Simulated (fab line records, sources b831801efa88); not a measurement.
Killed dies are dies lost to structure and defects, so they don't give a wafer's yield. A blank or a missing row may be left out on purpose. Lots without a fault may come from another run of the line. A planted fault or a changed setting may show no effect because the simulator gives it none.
A struck lot beside a sound one | flow sfq_line | 43 steps out of a route of 325
Sound: wafers L693.2, L693.3, L693.6. Struck: wafers L698.2, L698.3, L698.4. The cause comes at the end.
At each step with rows: each side's tool, then ch and its chambers, then its first start. Under that, the readings that differ: sound wafers | struck wafers | difference of the means | sigmas: that difference in standard deviations of wafers without a fault.
alike: readings whose means differ by less than 2 such deviations, and words and numbers that are the same on both sides. not compared: withheld readings, readings that some wafer has no value for, bounds like >300 that may hide the same value, and numbers for which the record gives no deviation and whose values overlap.
The two part at a step that has a row with sigmas, a row that says differs or no value, or rows on one side only. Numbers that don't overlap but have no deviation are shown without sigmas and don't part them. A reading that every wafer of one side lacks parts them only if that side has two wafers or more.

first, 6 steps without rows for these wafers: SFQ_TRILAYER_M5_LITHO_COAT_128 (resist thk 62 nm); SFQ_TRILAYER_M5_LITHO_COAT_123 (resist thk 600 nm); SFQ_TRILAYER_M5_LITHO_SOFTBAKE_127; SFQ_TRILAYER_M5_LITHO_EXPOSE_124 (exposes mask M5, target cd 700 nm); SFQ_TRILAYER_M5_LITHO_PEB_126 (peb time 60 s); SFQ_TRILAYER_M5_LITHO_DEVELOP_125 (time 60 s).
SFQ_M5_OVL_MEAS_932:
  sound on overlay-01, day 55 00:47; struck on overlay-01, day 60 13:07
  reading     | sound | struck    | difference | sigmas
  M5_OVL (nm) | 3 6 7 | -7 -4 -12 | -13        | -2
then, 1 step without rows for these wafers: SFQ_TRILAYER_M5_BARC_OPEN_METAL_ETCH_161 (etches BARC in O2, target depth 125 nm, time 41.7 s).
SFQ_TRILAYER_M5_ETCH_METAL_ETCH_126: etches Nb in Cl2/BCl3, stops on SiO2, time 203.2 s, target depth 265 nm.
  sound on rie_metal-01 ch 0,1, day 55 00:52; struck on rie_metal-01 ch 0,1, day 60 13:12
  alike: drypump_motor_current_A, oes_product_au
  not compared: rf_hours_counter_h
SFQ_TRILAYER_M5_STRIP_STRIP_127: strips in O2.
  sound on rie_metal-01 ch 0,1, day 55 01:04; struck on rie_metal-01 ch 0,1, day 60 13:24
  alike: drypump_motor_current_A, oes_product_au
  not compared: rf_hours_counter_h
then, 2 steps without rows for these wafers: SFQ_TRILAYER_M5_STRIP_SOLV_CLEAN_128 (cleans in NMP, time 600 s); SFQ_TRILAYER_A5B_DEP_PECVD_129 (deposits SiO2 from SiH4/N2O, time 133.33 s, target thk 600 nm).
SFQ_TRILAYER_A5B_CMP_CMP_130: polishes, stops on Nb, target thk 340.7 nm.
  sound on cmp-01 ch 1,2, day 55 05:18; struck on cmp-01 ch 0,1,2, day 61 01:32
  no value came back on the struck wafers for edge_zone_pressure_frac, head_pressure_psi (psi), motor_current_A (A), retaining_ring_pressure_frac; on the sound wafers edge_zone_pressure_frac reads 1.007 1.006 1.006
  reading                                              | sound             | struck            | difference | sigmas
  model.SiO2_of_TRILAYER_A5B_DEP_PECVD_129.thk_nm (nm) | 352.8 344.8 362.3 | 601.4 595.2 613.2 | +250.0     |
SFQ_TRILAYER_A5B_METRO_MEASURE_131:
  sound on film_metro-03, day 55 08:30; struck on film_metro-02, day 61 04:14
  reading     | sound       | struck      | difference | sigmas
  thk_nm (nm) | 353 345 362 | 601 596 613 | +250       | +38
then, 2 steps without rows for these wafers: SFQ_TRILAYER_R5_DEP_SPUTTER_132 (material Ti, target thk 5 nm, time 5 s); SFQ_TRILAYER_R5_DEP_SPUTTER_133 (material MoNx, target thk 40 nm, time 66.7 s).
SFQ_TRILAYER_R5_DEP_SPUTTER_134: material Ti, target thk 5 nm, time 5 s.
  sound on pvd_sputter-06, day 55 09:35; struck on pvd_sputter-04, day 61 05:18
  reading                | sound          | struck         | difference | sigmas
  throttle_valve_pct (%) | 29.6 28.7 29.1 | 30.6 31.0 32.2 | +2.1       | +2
SFQ_R5_RS_MEAS_933: measures by four-point-probe.
  sound on film_metro-01, day 55 09:37; struck on film_metro-04, day 61 05:20
  reading             | sound          | struck         | difference | sigmas
  R5_MONX_RS (ohm/sq) | 6.89 6.88 6.83 | 7.16 7.18 7.10 | +0.28      | +4
SFQ_R5_THK_MEAS_934: measures by xrf.
  sound on film_metro-01, day 55 09:44; struck on film_metro-04, day 61 05:27
  reading          | sound          | struck         | difference | sigmas
  R5_MONX_THK (nm) | 40.0 40.1 40.6 | 38.7 38.8 39.2 | -1.3       | -3
then, 6 steps without rows for these wafers: SFQ_TRILAYER_R5_LITHO_COAT_141 (resist thk 62 nm); SFQ_TRILAYER_R5_LITHO_COAT_136 (resist thk 600 nm); SFQ_TRILAYER_R5_LITHO_SOFTBAKE_140; SFQ_TRILAYER_R5_LITHO_EXPOSE_137 (exposes mask R5, target cd 500 nm); SFQ_TRILAYER_R5_LITHO_PEB_139 (peb time 60 s); SFQ_TRILAYER_R5_LITHO_DEVELOP_138 (time 60 s).
-- the record jumps here: 4 days lie between the struck wafers' starts before and after --
SFQ_R5_OVL_MEAS_935:
  sound on overlay-02, day 59 14:34; struck on overlay-01, day 65 09:43
  alike: R5_OVL
then, 4 steps without rows for these wafers: SFQ_TRILAYER_R5_BARC_OPEN_METAL_ETCH_177 (etches BARC in O2, target depth 125 nm, time 41.7 s); SFQ_TRILAYER_R5_ETCH_METAL_ETCH_139 (etches the open film in Cl2, stops on SiO2, target depth 60 nm, time 40 s); SFQ_TRILAYER_R5_STRIP_STRIP_140 (strips in O2); SFQ_TRILAYER_R5_STRIP_SOLV_CLEAN_141 (cleans in NMP, time 600 s).
SFQ_TRILAYER_A5C_DEP_PECVD_142: deposits SiO2 from SiH4/N2O, time 15.556 s, target thk 70 nm.
  sound on pecvd-01 ch 0,2, day 59 15:29; struck on pecvd-01 ch 0,1, day 65 10:38
  alike: heater_power_w, throttle_valve_pct
then, 6 steps without rows for these wafers: SFQ_TRILAYER_I5_LITHO_COAT_149 (resist thk 62 nm); SFQ_TRILAYER_I5_LITHO_COAT_144 (resist thk 650 nm); SFQ_TRILAYER_I5_LITHO_SOFTBAKE_148; SFQ_TRILAYER_I5_LITHO_EXPOSE_145 (exposes mask I5, target cd 700 nm); SFQ_TRILAYER_I5_LITHO_PEB_147 (peb time 60 s); SFQ_TRILAYER_I5_LITHO_DEVELOP_146 (time 60 s).
-- the record jumps here: 2 days lie between the struck wafers' starts before and after --
SFQ_I5_OVL_MEAS_936:
  sound on overlay-02, day 61 14:25; struck on overlay-01, day 67 11:29
  alike: I5_OVL
then, 2 steps without rows for these wafers: SFQ_TRILAYER_I5_BARC_OPEN_VIA_ETCH_200 (etches BARC in O2, target depth 125 nm, time 41.7 s); SFQ_TRILAYER_I5_ETCH_VIA_ETCH_147 (etches the open film in CHF3, stops on Nb, target depth 360 nm).
SFQ_TRILAYER_I5_STRIP_STRIP_148: strips in O2.
  sound on rie_metal-02 ch 0,1, day 61 14:38; struck on rie_metal-03 ch 1, day 67 11:55
  reading               | sound             | struck            | difference | sigmas
  oes_product_au (a.u.) | 1.003 1.011 1.004 | 0.978 0.983 0.994 | -0.021     | -2
  alike: drypump_motor_current_A
  not compared: rf_hours_counter_h
then, 1 step without rows for these wafers: SFQ_TRILAYER_I5_STRIP_SOLV_CLEAN_149 (cleans in NMP, time 600 s).
-- the record jumps here: 11 days lie between the struck wafers' starts before and after --
SFQ_M8_BOW_MEAS_951:
  sound on film_metro-04, day 78 03:13; struck on film_metro-02, day 78 14:01
  reading                 | sound            | struck            | difference | sigmas
  model.etest.i5.link_ohm | 2.297 2.31 2.317 | 2.384 2.389 2.396 | +0.082     |
  alike: M8_BOW

WHERE THEY PART
First at SFQ_M5_OVL_MEAS_932; last, within this record, at SFQ_TRILAYER_I5_STRIP_STRIP_148. Later steps at which nothing parts them and some readings are alike: SFQ_M8_BOW_MEAS_951.

WHY: what the simulator had put in
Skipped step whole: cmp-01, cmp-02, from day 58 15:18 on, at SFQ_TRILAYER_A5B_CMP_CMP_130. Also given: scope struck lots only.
